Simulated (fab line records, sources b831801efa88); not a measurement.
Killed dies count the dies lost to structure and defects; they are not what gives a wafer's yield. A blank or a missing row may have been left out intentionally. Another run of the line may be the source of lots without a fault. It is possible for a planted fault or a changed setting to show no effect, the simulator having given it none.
Which tool is to blame? -- flow sky130 -- 6 lots, 18 wafers sampled, at 3 steps of a route of 708

## WHAT THE GAUGES READ, wafer by wafer
SKY_FIELD_ISO_THK_MEAS_23.
lot,measured,on,FIELD_ISO_OXIDATION_01_THK (nm)
L818,day 2 14:02,film-metro-04,9.88 9.96 9.85
L821,day 3 04:29,film-metro-01,9.81 9.64 9.82
L824,day 3 17:59,film-metro-01,10.26 10.26 10.21
L829,day 5 01:26,film-metro-03,9.79 9.65 9.66
L834,day 6 04:57,film-metro-04,4.22 4.31 4.03
L839,day 7 04:35,film-metro-03,9.98 9.87 9.83

## EACH LOT AND THE TOOL THAT RAN IT (in order: tool; ch and the chambers of the sampled wafers; start)
lot,SKY_FIELD_ISO_ETCH_14,SKY_FIELD_ISO_OXIDATION_22
L818,"rie-diel-02 ch 0,1,3, day 2 11:10","furnace-01 ch 0, day 2 12:50"
L821,"rie-diel-02 ch 2,3, day 3 01:52","furnace-01 ch 0, day 3 03:19"
L824,"rie-diel-03 ch 1,2,3, day 3 16:05","furnace-02 ch 0, day 3 16:48"
L829,"rie-diel-02 ch 0,1,2, day 4 20:01","furnace-02 ch 0, day 5 00:16"
L834,"rie-diel-02 ch 0,2,3, day 6 02:13","furnace-01 ch 0, day 6 03:46"
L839,"rie-diel-02 ch 0,1,2, day 7 02:52","furnace-02 ch 0, day 7 03:25"
- SKY_FIELD_ISO_ETCH_14: etches BARC in N2/H2, stops on SiO2, time 45.9 s, target depth 60 nm.
- SKY_FIELD_ISO_OXIDATION_22: stabilise 600 s, purge 300 s, target thk 10 nm.

## THE ANSWER, worked out from the rows above alone
Rule: what is usual is taken from the lots themselves. The widest of any qualifying gaps counts: lots, ordered by their means at a reading, are off when they make up no more than a third of the lots, leave a main group of 4 or more, and stand apart from it by 3 or more times the standard deviation of that group's means. If all means in a main group match to the digits the tables above print for the reading, that group is not used. A lot without any number at a reading at which 4 lots or more have one is off too. Any other lot the step has rows for is counted as sound.
Off: at SKY_FIELD_ISO_THK_MEAS_23 (FIELD_ISO_OXIDATION_01_THK), L834. The main group: mean 9.90 nm, standard deviation 0.19.
A tool fits if, at a process step before that reading, it ran every lot that is off, and no sound lot after the first of them. Those tools and the gauges at SKY_FIELD_ISO_THK_MEAS_23 are tried in the same way. Can't be told from this: 2 tools fit, furnace-01 at SKY_FIELD_ISO_OXIDATION_22, film-metro-04 at SKY_FIELD_ISO_THK_MEAS_23.

## WHAT WAS PUT IN BY THE SIMULATOR
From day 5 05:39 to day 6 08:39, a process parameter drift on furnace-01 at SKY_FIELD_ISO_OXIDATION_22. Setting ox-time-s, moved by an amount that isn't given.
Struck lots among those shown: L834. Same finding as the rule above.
